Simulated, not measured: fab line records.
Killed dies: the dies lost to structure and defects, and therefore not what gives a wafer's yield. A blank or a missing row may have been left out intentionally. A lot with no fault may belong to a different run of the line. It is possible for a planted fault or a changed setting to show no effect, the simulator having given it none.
fab line records ; flow sky130
record lots=7; wafers=21; last-day=50
route steps=708 shown METAL1@451 VIA1@458 PAD_OPEN@708
lots that met no fault: from a run of the same line without faults
start-h: hours from the record's opening day to when the first of the lot's shown wafers began ; wait-h: hours since the lot's step before ; " the same as in the row above ; L1.1+2: a single row standing in for several wafers ; - no value present, or no start provided ; * or withheld: withheld ; < > ~ a bound
route shown NAME@n: NAME is a module with steps in the file, n the number in the route of the first one ; usual: average and standard deviation across the fault-free wafers ; same: alike in all rows ; chamber/n: place in a boat ; sites: readings site by site ; _std_site: their standard deviation ; _edge_site: inner sites' mean taken away from outer sites' mean ; radius-mm: how far each site lies from the wafer's centre ; mask NAME#n: copy n ; behind: the tool/chamber that last shaped the wafer ; hold: why the lot was held/for how many hours/how that ended ; device: whichever transistor did not switch (one of n, p or np) ; end of line: the tests these same wafers got at the end of their route ; step lacking rows: just its recipe ; killed: count of dies lost to structure and defects at first sort (not the wafer's yield) ; map: shows each die of a wafer: x if killed, . if not, _ if none is there
set.NAME: the run value of the setting; set.NAME@STEP: its run value at that earlier step ; model.NAME: the simulator's own value behind a step, which no gauge read
a table for each step, a row for each wafer; lots at some steps of the route
services: from which hour (start-h, from the record's first day; less than 0 if before it) a tool's chamber was out of use, for how many hours, and why
## steps
# step SKY_METAL1_DESCUM_17
# recipe chemistry=O2; source-power-w=150; bias-power-w=0; pressure-mtorr=10; temp-c=40; time-s=8
# usual drypump-motor-current-A=5.9/0.57; oes-product-au=1.003/0.011
lot.wafer;tool;chamber;start-h;wait-h;drypump-motor-current-A;oes-product-au;rf-hours-counter-h
L773.2;rie-metal-03;0;752.52;0.0;5.0;1.006;-
L773.3;rie-metal-03;0;752.52;0.0;5.0;1.004;-
L773.6;rie-metal-03;0;752.52;0.0;5.0;1.006;-
L779.2;rie-metal-01;1;816.04;0.0;6.3;1.007;13
L779.3;rie-metal-01;1;816.04;0.0;6.3;1.001;-
L779.5;rie-metal-01;1;816.04;0.0;6.3;1.011;-
L781.2;rie-metal-03;1;829.19;0.0;5.1;1.011;-
L781.4;rie-metal-03;1;829.19;0.0;5.1;1.007;-
L781.6;rie-metal-03;1;829.19;0.0;5.1;1.007;-
L783.1;rie-metal-04;0;844.75;0.0;6.1;0.995;16
L783.3;rie-metal-04;1;844.75;0.0;6.3;0.995;-
L783.6;rie-metal-04;0;844.75;0.0;6.1;0.999;-
L784.2;rie-metal-03;0;852.41;0.0;5.0;1.009;4
L784.3;rie-metal-03;0;852.41;0.0;5.0;1.000;-
L784.6;rie-metal-03;0;852.41;0.0;5.0;1.003;-
L793.2;rie-metal-03;0;927.66;0.0;4.9;1.011;6
L793.4;rie-metal-03;1;927.66;0.0;5.1;0.999;-
L793.6;rie-metal-03;1;927.66;0.0;5.1;1.017;-
L796.1;rie-metal-01;0;941.14;0.0;6.3;1.011;17
L796.3;rie-metal-01;0;941.14;0.0;6.3;1.008;-
L796.6;rie-metal-01;0;941.14;0.0;6.3;1.014;-
# step SKY_METAL1_ETCH_18
# recipe chemistry=N2/H2; target=BARC; ion-energy-ev=200; bias-w=100; pressure-mtorr=30; n2-flow-sccm=100; h2-flow-sccm=200; icp-w=500; stop-on=SiO2; time-s=45.9; target-depth-a=600
# usual drypump-motor-current-A=5.9/0.58; h2-flow-sccm=200.0/0.63; oes-product-au=0.853/0.0047; throttle-valve-pct=13.225/0.0099
lot.wafer;tool;chamber;start-h;wait-h;drypump-motor-current-A;h2-flow-sccm;oes-product-au;rf-hours-counter-h;throttle-valve-pct
L773.2;rie-metal-03;0;752.60;0.1;4.9;200.0;0.845;-;13.229
L773.3;rie-metal-03;0;752.60;0.1;4.9;199.7;0.846;-;13.229
L773.6;rie-metal-03;0;752.60;0.1;4.9;199.7;0.852;-;13.226
L779.2;rie-metal-01;1;816.07;0.0;6.3;200.4;0.852;13;13.220
L779.3;rie-metal-01;1;816.07;0.0;6.3;200.5;0.853;-;13.222
L779.5;rie-metal-01;1;816.07;0.0;6.3;201.0;0.849;-;13.229
L781.2;rie-metal-03;1;829.26;0.1;5.1;200.2;0.855;-;13.223
L781.4;rie-metal-03;1;829.26;0.1;5.1;200.1;0.850;-;13.237
L781.6;rie-metal-03;1;829.26;0.1;5.1;199.8;0.859;-;13.226
L783.1;rie-metal-04;0;844.78;0.0;6.1;198.6;0.847;16;13.240
L783.3;rie-metal-04;1;844.78;0.0;6.4;199.8;0.860;-;13.241
L783.6;rie-metal-04;0;844.78;0.0;6.1;199.1;0.853;-;13.211
L784.2;rie-metal-03;0;852.44;0.0;5.0;200.2;0.858;4;13.231
L784.3;rie-metal-03;0;852.44;0.0;5.0;200.2;0.846;-;13.221
L784.6;rie-metal-03;0;852.44;0.0;5.0;200.5;0.846;-;13.220
L793.2;rie-metal-03;0;927.69;0.0;5.0;201.6;0.850;6;13.224
L793.4;rie-metal-03;1;927.69;0.0;5.1;199.9;0.854;-;13.231
L793.6;rie-metal-03;1;927.69;0.0;5.1;199.1;0.864;-;13.235
L796.1;rie-metal-01;0;941.20;0.1;6.3;200.4;0.857;17;13.227
L796.3;rie-metal-01;0;941.20;0.1;6.3;200.9;0.854;-;13.212
L796.6;rie-metal-01;0;941.20;0.1;6.3;200.2;0.849;-;13.224
# step SKY_METAL1_METAL_ETCH_19
# recipe target-depth-a=3600; stop-on=SiO2; over-etch-frac=0.3; time-s=78; chemistry=Cl2/BCl3; resist-sidewall-deg=88; pressure-mtorr=10; icp-w=900; bias-w=48.5; Cl2_flow_sccm=60; bcl3-flow-sccm=30
# usual drypump-motor-current-A=5.9/0.57; oes-product-au=0.852/0.0055; throttle-valve-pct=22.265/0.0088
lot.wafer;tool;chamber;start-h;wait-h;drypump-motor-current-A;oes-product-au;rf-hours-counter-h;throttle-valve-pct
L773.2;rie-metal-03;0;752.73;0.1;5.0;0.858;-;22.282
L773.3;rie-metal-03;0;752.73;0.1;5.0;0.864;-;22.270
L773.6;rie-metal-03;0;752.73;0.1;5.0;0.857;-;22.275
L779.2;rie-metal-01;1;816.13;0.0;6.3;0.861;13;22.269
L779.3;rie-metal-01;1;816.13;0.0;6.3;0.856;-;22.282
L779.5;rie-metal-01;1;816.13;0.0;6.2;0.847;-;22.258
L781.2;rie-metal-03;1;829.39;0.1;5.1;0.853;-;22.268
L781.4;rie-metal-03;1;829.39;0.1;5.1;0.853;-;22.270
L781.6;rie-metal-03;1;829.39;0.1;5.1;0.859;-;22.266
L783.1;rie-metal-04;0;844.85;0.0;6.1;0.859;16;22.270
L783.3;rie-metal-04;1;844.85;0.0;6.3;0.855;-;22.261
L783.6;rie-metal-04;0;844.85;0.0;6.1;0.844;-;22.257
L784.2;rie-metal-03;0;852.51;0.0;4.9;0.859;4;22.245
L784.3;rie-metal-03;0;852.51;0.0;4.9;0.852;-;22.272
L784.6;rie-metal-03;0;852.51;0.0;4.9;0.847;-;22.255
L793.2;rie-metal-03;0;927.76;0.0;5.0;0.852;6;22.278
L793.4;rie-metal-03;1;927.76;0.0;5.1;0.854;-;22.267
L793.6;rie-metal-03;1;927.76;0.0;5.1;0.851;-;22.248
L796.1;rie-metal-01;0;941.33;0.1;6.3;0.854;17;22.255
L796.3;rie-metal-01;0;941.33;0.1;6.3;0.849;-;22.272
L796.6;rie-metal-01;0;941.33;0.1;6.3;0.858;-;22.264
# step SKY_METAL1_STRIP_20
# recipe chemistry=O2/N2; power-w=1400; pressure-mtorr=1500; platen-temp-c=withheld; o2-flow-sccm=3000; n2-flow-sccm=300; overash-fraction=0.5
# usual drypump-motor-current-A=5.8/0.54; o2-flow-sccm=3001/8.6; oes-product-au=0.342/0.0049; strip-time-to-endpoint-s=2.69/0.041
lot.wafer;tool;chamber;start-h;wait-h;drypump-motor-current-A;o2-flow-sccm;oes-product-au;rf-hours-counter-h;strip-time-to-endpoint-s
L773.2;plasma-asher-01;0;752.88;0.1;6.5;3010;0.339;94;2.68
L773.3;plasma-asher-01;1;752.88;0.1;6.6;3024;0.348;-;2.69
L773.6;plasma-asher-01;1;752.88;0.1;6.6;3017;0.346;-;2.68
L779.2;plasma-asher-02;0;816.22;0.1;5.4;3002;0.336;7;2.71
L779.3;plasma-asher-02;0;816.22;0.1;5.4;3007;0.344;-;2.72
L779.5;plasma-asher-02;1;816.22;0.1;5.7;3010;0.342;-;2.73
L781.2;plasma-asher-01;0;829.54;0.1;6.5;3003;0.340;102;2.72
L781.4;plasma-asher-01;0;829.54;0.1;6.5;3008;0.335;-;2.71
L781.6;plasma-asher-01;1;829.54;0.1;6.6;3004;0.347;-;2.72
L783.1;plasma-asher-04;1;844.94;0.1;5.2;2996;0.342;72;2.72
L783.3;plasma-asher-04;1;844.94;0.1;5.2;3002;0.337;-;2.68
L783.6;plasma-asher-04;1;844.94;0.1;5.2;2998;0.334;-;2.68
L784.2;plasma-asher-04;0;852.60;0.1;5.6;2998;0.347;73;2.72
L784.3;plasma-asher-04;0;852.60;0.1;5.5;3003;0.337;-;2.67
L784.6;plasma-asher-04;1;852.60;0.1;5.2;3008;0.343;-;2.69
L793.2;plasma-asher-04;0;927.85;0.1;5.6;2997;0.336;81;2.65
L793.4;plasma-asher-04;0;927.85;0.1;5.6;2997;0.345;-;2.61
L793.6;plasma-asher-04;1;927.85;0.1;5.2;2991;0.343;-;2.64
L796.1;plasma-asher-02;0;941.51;0.1;5.4;3017;0.339;20;2.63
L796.3;plasma-asher-02;1;941.51;0.1;5.7;3001;0.337;-;2.66
L796.6;plasma-asher-02;1;941.51;0.1;5.7;3015;0.342;-;2.64
# step SKY_METAL1_STRIP_21
# recipe chemistry=post-etch-residue-remover; time-s=1200; temp-c=72.5
# step SKY_METAL1_CLEAN_22
# recipe chemistry=IPA; time-s=180; temp-c=25
# step SKY_METAL1_CLEAN_23
# recipe chemistry=O3/DIW; dry=n2-spin
# step SKY_VIA1_HDPCVD_00
# recipe material=SiO2; target-thk-nm=1030; sigma-open-frac=0.3; time-s=171.7; temp-c=400; sih4-flow-sccm=60; pressure-mtorr=6
# step SKY_VIA1_THK_MEAS_01
# recipe reads=SiO2_of_VIA1_HDPCVD_00
# usual VIA1_HDPCVD_THK=1031/11
lot.wafer;tool;chamber;start-h;wait-h;VIA1_HDPCVD_THK[nm]
L773.2;film-metro-01;-;753.60;0.1;1030
L773.3;film-metro-01;-;753.60;0.1;1023
L773.6;film-metro-01;-;753.60;0.1;1028
L779.2;film-metro-01;-;816.94;0.1;1047
L779.3;film-metro-01;-;816.94;0.1;1050
L779.5;film-metro-01;-;816.94;0.1;1031
L781.2;film-metro-04;-;830.26;0.1;1027
L781.4;film-metro-04;-;830.26;0.1;1025
L781.6;film-metro-04;-;830.26;0.1;1036
L783.1;film-metro-02;-;845.64;0.1;1042
L783.3;film-metro-02;-;845.64;0.1;1032
L783.6;film-metro-02;-;845.64;0.1;1037
L784.2;film-metro-01;-;853.35;0.1;1018
L784.3;film-metro-01;-;853.35;0.1;1018
L784.6;film-metro-01;-;853.35;0.1;1009
L793.2;film-metro-02;-;928.59;0.1;1022
L793.4;film-metro-02;-;928.59;0.1;1028
L793.6;film-metro-02;-;928.59;0.1;1033
L796.1;film-metro-04;-;942.22;0.1;1041
L796.3;film-metro-04;-;942.22;0.1;1044
L796.6;film-metro-04;-;942.22;0.1;1044
# step SKY_VIA1_CMP_02
# recipe material=SiO2; down-force-psi=4; platen-rpm=60; pad-velocity-m-s=0.94248
# usual motor-current-A=11.1/0.94; retaining-ring-pressure-frac=1.000/0.0051
lot.wafer;tool;chamber;start-h;wait-h;motor-current-A;retaining-ring-pressure-frac
L773.3;cmp-01;1;753.75;0.1;11.2;0.999
L773.2;cmp-01;2;753.75;0.1;9.8;0.995
L773.6;cmp-01;3;753.75;0.1;11.3;0.997
L779.2;cmp-02;1;817.04;0.1;12.2;0.998
L779.3;cmp-02;2;817.04;0.1;8.5;1.003
L779.5;cmp-02;0;817.04;0.1;13.0;1.000
L781.4;cmp-01;0;830.36;0.1;11.8;0.997
L781.2;cmp-01;1;830.36;0.1;11.1;0.996
L781.6;cmp-01;0;830.36;0.1;11.6;0.996
L783.1;cmp-01;2;845.80;0.1;9.5;1.009
L783.3;cmp-01;3;845.80;0.1;11.9;0.997
L783.6;cmp-01;1;845.80;0.1;10.8;0.999
L784.3;cmp-01;0;853.50;0.1;11.4;1.004
L784.2;cmp-01;1;853.50;0.1;10.9;0.998
L784.6;cmp-01;2;853.50;0.1;10.0;1.001
L793.4;cmp-01;1;928.64;0.0;10.5;0.997
L793.2;cmp-01;0;928.64;0.0;11.9;0.998
L793.6;cmp-01;1;928.64;0.0;11.2;1.008
L796.3;cmp-01;0;942.28;0.0;11.4;1.002
L796.1;cmp-01;3;942.28;0.0;12.3;0.994
L796.6;cmp-01;1;942.28;0.0;10.9;0.995
# step SKY_VIA1_BOW_MEAS_03
# recipe mode=bow
# usual VIA1_BOW=78/7.7
lot.wafer;tool;chamber;start-h;wait-h;VIA1_BOW[um]
L773.2;film-metro-04;-;753.97;0.1;77
L773.3;film-metro-04;-;753.97;0.1;73
L773.6;film-metro-04;-;753.97;0.1;66
L779.2;film-metro-01;-;817.31;0.2;62
L779.3;film-metro-01;-;817.31;0.2;76
L779.5;film-metro-01;-;817.31;0.2;77
L781.2;film-metro-02;-;830.63;0.2;80
L781.4;film-metro-02;-;830.63;0.2;74
L781.6;film-metro-02;-;830.63;0.2;77
L783.1;film-metro-02;-;846.00;0.1;93
L783.3;film-metro-02;-;846.00;0.1;82
L783.6;film-metro-02;-;846.00;0.1;74
L784.2;film-metro-01;-;853.72;0.1;69
L784.3;film-metro-01;-;853.72;0.1;72
L784.6;film-metro-01;-;853.72;0.1;69
L793.2;film-metro-02;-;928.96;0.1;80
L793.4;film-metro-02;-;928.96;0.1;81
L793.6;film-metro-02;-;928.96;0.1;77
L796.1;film-metro-02;-;942.58;0.1;93
L796.3;film-metro-02;-;942.58;0.1;72
L796.6;film-metro-02;-;942.58;0.1;81
# step SKY_VIA1_DEHYDRATE_04
# recipe temp-c=200; time-s=60
# step SKY_VIA1_HMDS_05
# recipe prime-time-s=60; prime-temp-c=120
# usual prime-temp-c=120.01/0.12
lot.wafer;tool;chamber;start-h;wait-h;prime-temp-c
L773.2;litho-track-01;0;766.80;0.1;120.15
L773.3;litho-track-01;0;766.80;0.1;120.20
L773.6;litho-track-01;0;766.80;0.1;120.06
L779.2;litho-track-03;0;829.46;0.1;120.16
L779.3;litho-track-03;0;829.46;0.1;120.38
L779.5;litho-track-03;0;829.46;0.1;120.04
L781.2;litho-track-03;0;843.81;0.1;126.30
L781.4;litho-track-03;0;843.81;0.1;126.56
L781.6;litho-track-03;0;843.81;0.1;126.21
L783.1;litho-track-03;0;858.63;0.1;126.21
L783.3;litho-track-03;0;858.63;0.1;126.12
L783.6;litho-track-03;0;858.63;0.1;126.33
L784.2;litho-track-03;0;866.16;0.1;126.26
L784.3;litho-track-03;0;866.16;0.1;126.06
L784.6;litho-track-03;0;866.16;0.1;126.16
L793.2;litho-track-04;0;940.13;0.1;119.95
L793.4;litho-track-04;0;940.13;0.1;120.21
L793.6;litho-track-04;0;940.13;0.1;120.12
L796.1;litho-track-01;0;954.22;0.1;120.02
L796.3;litho-track-01;0;954.22;0.1;119.97
L796.6;litho-track-01;0;954.22;0.1;120.28
# step SKY_VIA1_COAT_06
# recipe resist=BARC; temp-c=withheld; time-s=withheld; spin-rpm=3000; resist-thk-nm=60
# step SKY_PAD_OPEN_PROBE_99
# usual defect-limited-yield=82.4/1.8; killed_at_M0_to_M3=45/6.8; killed_at_M4_up=3.2/1.6; killed-at-contacts=24/5.1; killed-at-front-end=14/4.4; killed-at-other=0.4/0.65; killed-dies=87/8.8; killed-open=47/7.2; killed-short=39/6.1; sort_bin_3_pad_short=0.9/0.38; sort_bin_5_function=10.4/1.5; sort_bin_6_memory=6.4/1.1; sort-n-pass=405/8.8; sort-yield-pct=82.4/1.8
# same gross-dies=492; killed-at-back-side=0; sort_bin_4_leakage[%]=0; sort_bin_8_speed[%]=0
lot.wafer;tool;chamber;start-h;wait-h;defect-limited-yield[%];killed_at_M0_to_M3;killed_at_M4_up;killed-at-contacts;killed-at-front-end;killed-at-other;killed-dies;killed-open;killed-short;sort_bin_3_pad_short[%];sort_bin_5_function[%];sort_bin_6_memory[%];sort-n-pass;sort-yield-pct[%]
L773.2;prober-01;-;1063.84;0.1;83.7;43;1;23;13;0;80;47;33;1.4;10.2;4.7;412;83.7
L773.3;prober-01;-;1063.89;0.2;80.5;40;4;34;18;0;96;50;46;0.6;10.4;8.5;396;80.5
L773.6;prober-01;-;1064.04;0.2;84.1;43;3;18;14;0;78;47;31;1.0;8.7;6.1;414;84.1
L779.2;prober-02;-;1114.89;0.1;85.2;36;1;26;10;0;73;51;21;0;9.1;5.7;419;85.2
L779.3;prober-02;-;1114.94;0.2;82.7;44;3;20;18;0;85;43;40;1.4;8.9;6.9;407;82.7
L779.5;prober-02;-;1115.04;0.2;81.1;44;3;39;7;0;93;51;42;0.8;12.2;5.9;399;81.1
L781.2;prober-02;-;1123.79;0.1;82.1;44;4;25;14;1;88;47;41;0.2;11.0;6.7;404;82.1
L781.4;prober-02;-;1123.89;0.2;85.6;31;4;22;14;0;71;30;41;1.0;7.9;5.5;421;85.6
L781.6;prober-02;-;1123.99;0.2;81.5;42;1;31;17;0;91;46;45;0.6;11.6;6.3;401;81.5
L783.1;prober-02;-;1137.81;0.1;78.9;55;3;27;19;0;104;57;47;0.6;13.8;6.7;388;78.9
L783.3;prober-02;-;1137.91;0.2;81.9;45;5;22;15;2;89;38;51;1.4;11.8;4.9;403;81.9
L783.6;prober-02;-;1138.06;0.2;79.3;57;4;23;18;0;102;62;40;1.0;12.4;7.3;390;79.3
L784.2;prober-02;-;1144.96;0.1;81.5;41;4;31;15;0;91;38;51;1.0;10.8;6.7;401;81.5
L784.3;prober-02;-;1145.01;0.2;81.3;49;3;25;15;0;92;45;45;1.6;10.8;6.3;400;81.3
L784.6;prober-02;-;1145.16;0.2;83.9;42;3;22;12;0;79;44;35;0.4;9.1;6.5;413;83.9
L793.2;prober-02;-;1195.17;0.1;81.1;55;5;22;10;1;93;49;44;1.4;11.8;5.7;399;81.1
L793.4;prober-02;-;1195.27;0.2;81.7;44;7;23;16;0;90;51;38;0.6;12.2;5.5;402;81.7
L793.6;prober-02;-;1195.37;0.2;84.8;38;1;30;6;0;75;37;37;1.6;9.8;3.9;417;84.8
L796.1;prober-01;-;1202.93;0.1;80.9;54;4;17;19;0;94;46;48;0.6;12.0;6.5;398;80.9
L796.3;prober-01;-;1203.03;0.2;83.5;47;2;18;13;1;81;45;36;0.8;9.6;6.1;411;83.5
L796.6;prober-01;-;1203.18;0.2;79.9;53;2;29;14;1;99;59;39;0.8;14.4;4.9;393;79.9
# killed by level:class
L773.2 VIA1:geometric-particle:open=11 CONTACT:geometric-particle:open=9 VIA1:geometric-particle:short=9 VIA3:geometric-particle:open=8 LI_CONTACT:geometric-particle:open=6 METAL1:geometric-particle:short=6 VIA2:geometric-particle:open=5 POLY_GATE:geometric-particle:open=4
L773.3 VIA1:geometric-particle:open=12 LI_CONTACT:geometric-particle:open=11 CONTACT:geometric-particle:open=10 CONTACT:geometric-particle:short=8 POLY_GATE:geometric-particle:open=6 POLY_GATE:geometric-particle:short=6 VIA1:geometric-particle:short=5 VIA3:geometric-particle:short=5
L773.6 VIA1:geometric-particle:open=8 LI_CONTACT:geometric-particle:open=7 VIA3:geometric-particle:open=7 CONTACT:geometric-particle:open=6 VIA1:geometric-particle:short=5 METAL1:geometric-particle:short=5 VIA2:geometric-particle:open=5 POLY_GATE:geometric-particle:open=4
L779.2 CONTACT:geometric-particle:open=16 VIA1:geometric-particle:open=13 VIA3:geometric-particle:open=7 FIELD_ISO:geometric-particle:open=4 CONTACT:geometric-particle:short=4 VIA1:geometric-particle:short=4 VIA2:geometric-particle:open=4 FIELD_ISO:geometric-particle:short=3
L779.3 VIA2:geometric-particle:open=9 CONTACT:geometric-particle:open=7 VIA1:geometric-particle:open=7 FIELD_ISO:geometric-particle:short=6 LI_CONTACT:geometric-particle:open=5 VIA1:geometric-particle:short=5 VIA3:geometric-particle:open=4 POLY_GATE:geometric-particle:open=4
L779.5 CONTACT:geometric-particle:open=12 CONTACT:geometric-particle:short=10 METAL2:geometric-particle:short=10 VIA2:geometric-particle:open=9 VIA1:geometric-particle:open=8 LOCAL_INTERCONNECT:geometric-particle:short=7 LI_CONTACT:geometric-particle:open=6 VIA3:geometric-particle:open=5
L781.2 CONTACT:geometric-particle:open=9 VIA1:geometric-particle:open=9 VIA3:geometric-particle:open=8 METAL1:geometric-particle:short=6 VIA2:geometric-particle:open=6 FIELD_ISO:geometric-particle:open=5 LI_CONTACT:geometric-particle:open=5 METAL2:geometric-particle:short=5
L781.4 CONTACT:geometric-particle:open=6 VIA1:geometric-particle:open=6 VIA3:geometric-particle:short=6 FIELD_ISO:geometric-particle:short=4 POLY_GATE:geometric-particle:open=4 POLY_GATE:geometric-particle:short=4 LI_CONTACT:geometric-particle:open=4 LOCAL_INTERCONNECT:geometric-particle:short=4
L781.6 CONTACT:geometric-particle:open=13 VIA1:geometric-particle:short=12 LI_CONTACT:geometric-particle:open=6 LOCAL_INTERCONNECT:geometric-particle:short=6 VIA3:geometric-particle:open=5 FIELD_ISO:geometric-particle:open=4 METAL1:geometric-particle:short=4 METAL3:geometric-particle:short=4
L783.1 VIA1:geometric-particle:open=12 VIA1:geometric-particle:short=10 LI_CONTACT:geometric-particle:open=10 POLY_GATE:geometric-particle:open=8 CONTACT:geometric-particle:open=8 VIA2:geometric-particle:open=6 METAL1:geometric-particle:short=6 VIA2:geometric-particle:short=5
L783.3 VIA1:geometric-particle:open=11 VIA1:geometric-particle:short=7 METAL1:geometric-particle:short=7 CONTACT:geometric-particle:open=6 VIA2:geometric-particle:short=6 LOCAL_INTERCONNECT:geometric-particle:short=5 CONTACT:geometric-particle:short=5 POLY_GATE:geometric-particle:open=4
L783.6 VIA1:geometric-particle:open=13 VIA2:geometric-particle:open=10 LI_CONTACT:geometric-particle:open=7 METAL2:geometric-particle:short=6 VIA2:geometric-particle:short=6 FIELD_ISO:geometric-particle:open=5 VIA3:geometric-particle:open=5 CONTACT:geometric-particle:open=5
L784.2 LI_CONTACT:geometric-particle:open=10 CONTACT:geometric-particle:open=10 METAL1:geometric-particle:short=9 POLY_GATE:geometric-particle:short=6 VIA1:geometric-particle:short=6 LI_CONTACT:geometric-particle:short=5 FIELD_ISO:geometric-particle:short=4 VIA1:geometric-particle:open=4
L784.3 CONTACT:geometric-particle:open=9 VIA3:geometric-particle:open=8 METAL1:geometric-particle:short=7 VIA2:geometric-particle:short=7 CONTACT:geometric-particle:short=6 VIA2:geometric-particle:open=6 LI_CONTACT:geometric-particle:open=5 METAL2:geometric-particle:short=5
L784.6 LI_CONTACT:geometric-particle:open=10 VIA1:geometric-particle:open=8 VIA2:geometric-particle:open=8 CONTACT:geometric-particle:open=6 VIA3:geometric-particle:short=6 VIA3:geometric-particle:open=6 FIELD_ISO:geometric-particle:short=4 CONTACT:geometric-particle:short=4
L793.2 CONTACT:geometric-particle:open=10 LI_CONTACT:geometric-particle:open=9 VIA1:geometric-particle:short=8 VIA1:geometric-particle:open=8 METAL2:geometric-particle:short=8 VIA3:geometric-particle:open=8 VIA2:geometric-particle:open=7 METAL1:geometric-particle:short=6
L793.4 VIA2:geometric-particle:open=12 VIA1:geometric-particle:open=9 LI_CONTACT:geometric-particle:open=9 POLY_GATE:geometric-particle:short=7 METAL4:geometric-particle:short=7 CONTACT:geometric-particle:open=6 METAL1:geometric-particle:short=6 VIA3:geometric-particle:open=6
L793.6 CONTACT:geometric-particle:open=11 CONTACT:geometric-particle:short=8 METAL1:geometric-particle:short=6 VIA3:geometric-particle:open=6 VIA1:geometric-particle:open=6 VIA3:geometric-particle:short=6 METAL2:geometric-particle:short=5 LI_CONTACT:geometric-particle:open=4
L796.1 VIA1:geometric-particle:open=13 METAL2:geometric-particle:short=9 METAL1:geometric-particle:short=7 CONTACT:geometric-particle:open=6 VIA2:geometric-particle:open=5 VIA3:geometric-particle:open=5 METAL4:geometric-particle:short=4 VIA3:geometric-particle:short=4
L796.3 VIA2:geometric-particle:open=11 VIA1:geometric-particle:open=10 CONTACT:geometric-particle:open=9 VIA1:geometric-particle:short=8 LI_CONTACT:geometric-particle:open=5 METAL2:geometric-particle:short=4 VIA2:geometric-particle:short=4 FIELD_ISO:geometric-particle:short=3
L796.6 VIA3:geometric-particle:open=15 CONTACT:geometric-particle:open=12 VIA1:geometric-particle:open=9 VIA2:geometric-particle:open=7 CONTACT:geometric-particle:short=5 FIELD_ISO:geometric-particle:open=4 LI_CONTACT:geometric-particle:open=4 METAL1:geometric-particle:short=4
## services
tool;chamber;start-h;hours;kind
plasma-asher-02;-;733.75;9.0;pm
cmp-02;-;744.00;4.0;pm
cmp-02;-;747.50;1.2;repair
plasma-asher-04;-;752.70;0.8;repair
rie-metal-04;-;762.89;2.8;pm
rie-metal-01;0;769.01;2.5;repair
cmp-02;-;782.22;17.9;pm
rie-metal-01;-;797.92;2.1;repair
cmp-02;-;800.61;0.6;repair
plasma-asher-04;-;801.29;12.6;repair
plasma-asher-02;-;821.24;12.2;pm
rie-metal-03;0;822.57;13.1;repair
plasma-asher-04;-;842.84;0.3;repair
rie-metal-03;0;843.74;5.0;repair
cmp-02;-;852.34;0.8;repair
rie-metal-03;-;856.31;2.8;pm
plasma-asher-01;-;858.36;3.5;repair
rie-metal-01;-;864.28;18.1;repair
rie-metal-01;1;873.02;81.6;repair
cmp-01;-;912.00;4.0;pm
rie-metal-04;-;913.56;0.7;repair
plasma-asher-04;-;931.55;2.6;repair
plasma-asher-04;-;932.71;2.7;repair
plasma-asher-04;-;938.11;63.4;repair
## key
first-sign step=SKY_VIA1_HMDS_05; reading=prime-temp-c; direction=up; sigmas=51; usual=*; struck=*
effect none on later readings
met-at SKY_VIA1_HMDS_05
struck-wafers L781.2,L781.4,L781.6,L783.1,L783.3,L783.6,L784.2,L784.3,L784.6
onset-between 829.46 843.81
fault kind=process-parameter-drift; tool=litho-track-03; chamber=-; onset-h=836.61; steps=SKY_VIA1_HMDS_05; channel=prime-temp-c; offset=*; shape=step; end-h=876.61; acts-in=*; stated=*
